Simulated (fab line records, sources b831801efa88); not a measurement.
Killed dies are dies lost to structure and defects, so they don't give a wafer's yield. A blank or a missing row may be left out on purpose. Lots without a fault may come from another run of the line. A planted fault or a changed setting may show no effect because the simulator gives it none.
Which tool did it? | flow gf180mcu | 14 lots, 42 wafers sampled, at 4 steps of a route of 602

WHAT THE GAUGES READ, wafer by wafer
GF_STI_BOW_MEAS_00.
lot  | measured    | on            | INCOMING_BOW (um)
L733 | day 1 15:00 | film_metro-02 | -1 -7 -4
L735 | day 2 01:00 | film_metro-03 | -8 -10 -1
L736 | day 2 06:02 | film_metro-02 | -2 -4 2
L737 | day 2 11:00 | film_metro-01 | -1 2 0
L739 | day 2 21:02 | film_metro-02 | 7 4 -4
L740 | day 3 02:02 | film_metro-02 | 0 1 6
L741 | day 3 07:01 | film_metro-02 | 8 -8 1
L743 | day 3 17:00 | film_metro-02 | -21 2 1
L744 | day 3 22:00 | film_metro-02 | 5 -6 4
L746 | day 4 08:02 | film_metro-02 | -9 -1 2
L747 | day 4 13:02 | film_metro-01 | 4 1 2
L751 | day 5 09:01 | film_metro-03 | 9 8 -16
L752 | day 5 14:00 | film_metro-01 | -1 0 -7
L754 | day 6 00:00 | film_metro-01 | -11 -3 0

GF_MVPSD_OVL_MEAS_07.
lot  | measured     | on         | MVPSD_OVL (nm)
L733 | day 5 04:38  | overlay-02 | -1.5 -0.3 0.5
L735 | day 5 17:32  | overlay-01 | 0.8 1.1 2.2
L736 | day 5 21:54  | overlay-01 | 1.4 1.7 2.3
L737 | day 6 06:38  | overlay-02 | -1.0 -0.6 0.8
L739 | day 6 15:47  | overlay-02 | -1.3 -1.9 -2.5
L740 | day 6 22:32  | overlay-01 | -0.1 -1.4 -0.6
L741 | day 7 09:05  | overlay-02 | -1.0 -2.0 -0.7
L743 | day 7 19:14  | overlay-02 | -0.2 1.3 1.1
L744 | day 8 00:20  | overlay-01 | -0.1 0.9 -1.3
L746 | day 8 11:36  | overlay-02 | 1.0 -0.2 0.4
L747 | day 8 20:26  | overlay-02 | -0.2 -2.6 -1.0
L751 | day 9 19:14  | overlay-02 | 0.8 -1.2 -1.8
L752 | day 9 22:34  | overlay-01 | -66.5 -66.9 -69.1 -67.9 -68.0 -70.0
L754 | day 10 11:23 | overlay-02 | -68.5 -66.7 -67.4 -69.9 -67.8 -68.4

GF_MVPSD_TW_MEAS_11.
lot  | measured    | on            | MVPSD_TW
L733 | day 5 05:04 | film_metro-03 | 553 552 553
L735 | day 5 17:58 | film_metro-04 | 552 553 554
L736 | day 5 22:20 | film_metro-01 | 558 561 558
L737 | day 6 07:04 | film_metro-03 | 555 556 554
L739 | day 6 16:14 | film_metro-04 | 547 548 551
L740 | day 6 22:59 | film_metro-01 | 559 557 558
L741 | day 7 09:31 | film_metro-03 | 555 559 558
L743 | day 7 19:40 | film_metro-01 | 561 562 561
L744 | day 8 00:46 | film_metro-01 | 563 557 559
L746 | day 8 12:02 | film_metro-04 | 549 550 553
L747 | day 8 20:53 | film_metro-01 | 558 557 560
L751 | day 9 19:40 | film_metro-01 | 556 554 556

WHICH TOOL RAN EACH LOT (tool, then ch and the chambers of the sampled wafers, then the start)
lot  | GF_MVPSD_EXPOSE_04
L733 | iline_stepper-01 ch 0, day 4 22:28
L735 | iline_stepper-02 ch 0, day 5 10:37
L736 | iline_stepper-02 ch 0, day 5 15:03
L737 | iline_stepper-02 ch 0, day 5 23:29
L739 | iline_stepper-01 ch 0, day 6 08:09
L740 | iline_stepper-01 ch 0, day 6 14:55
L741 | iline_stepper-02 ch 0, day 7 01:13
L743 | iline_stepper-01 ch 0, day 7 11:44
L744 | iline_stepper-02 ch 0, day 7 16:33
L746 | iline_stepper-02 ch 0, day 8 03:13
L747 | iline_stepper-01 ch 0, day 8 12:37
L751 | iline_stepper-02 ch 0, day 9 10:43
L752 | iline_stepper-02 ch 0, day 9 14:05
L754 | iline_stepper-02 ch 0, day 10 03:11
- GF_MVPSD_EXPOSE_04: exposes mask MVPSD, target cd 1000 nm.

WHAT THE TOOLS THEMSELVES READ (means of the sampled wafers that have a number; where no wafer has one, the mark that the record gives instead)
The record holds no such reading with a usual standard deviation.

THE ANSWER, worked out from the rows above alone
Rule: what is usual is taken from the lots themselves. Put in order of their means at a reading, lots are off if they are a third of the lots or fewer, leave a main group of 4 or more, and stand apart from it by a gap of 3 or more times the standard deviation of the main group's means; of several such gaps the widest counts. A main group whose means are all the same, to the digits that the tables above print for the reading, isn't used. A lot without any number at a reading at which 4 lots or more have one is off too. The other lots that the step has rows for count as sound. The gauges are gone through in route order, then the tools' own readings, and for those a lot's mean is taken as printed above. The first step at which some lot is off is used, and at that step the reading that is off furthest; a lot without a number counts as furthest.
Off: L752, L754, at GF_MVPSD_OVL_MEAS_07 (MVPSD_OVL). The main group: mean -0.2 nm, standard deviation 1.1.
A tool fits if, at a process step before that reading, it ran every lot that is off, and no sound lot after the first of them. The gauges at GF_MVPSD_OVL_MEAS_07 are tried like those tools. One fits: iline_stepper-02 at GF_MVPSD_EXPOSE_04. Its last sound lot is L751 (day 9 10:43), its first lot that is off L752 (day 9 14:05): a fault that began between those two fits.

WHAT THE SIMULATOR HAD PUT IN
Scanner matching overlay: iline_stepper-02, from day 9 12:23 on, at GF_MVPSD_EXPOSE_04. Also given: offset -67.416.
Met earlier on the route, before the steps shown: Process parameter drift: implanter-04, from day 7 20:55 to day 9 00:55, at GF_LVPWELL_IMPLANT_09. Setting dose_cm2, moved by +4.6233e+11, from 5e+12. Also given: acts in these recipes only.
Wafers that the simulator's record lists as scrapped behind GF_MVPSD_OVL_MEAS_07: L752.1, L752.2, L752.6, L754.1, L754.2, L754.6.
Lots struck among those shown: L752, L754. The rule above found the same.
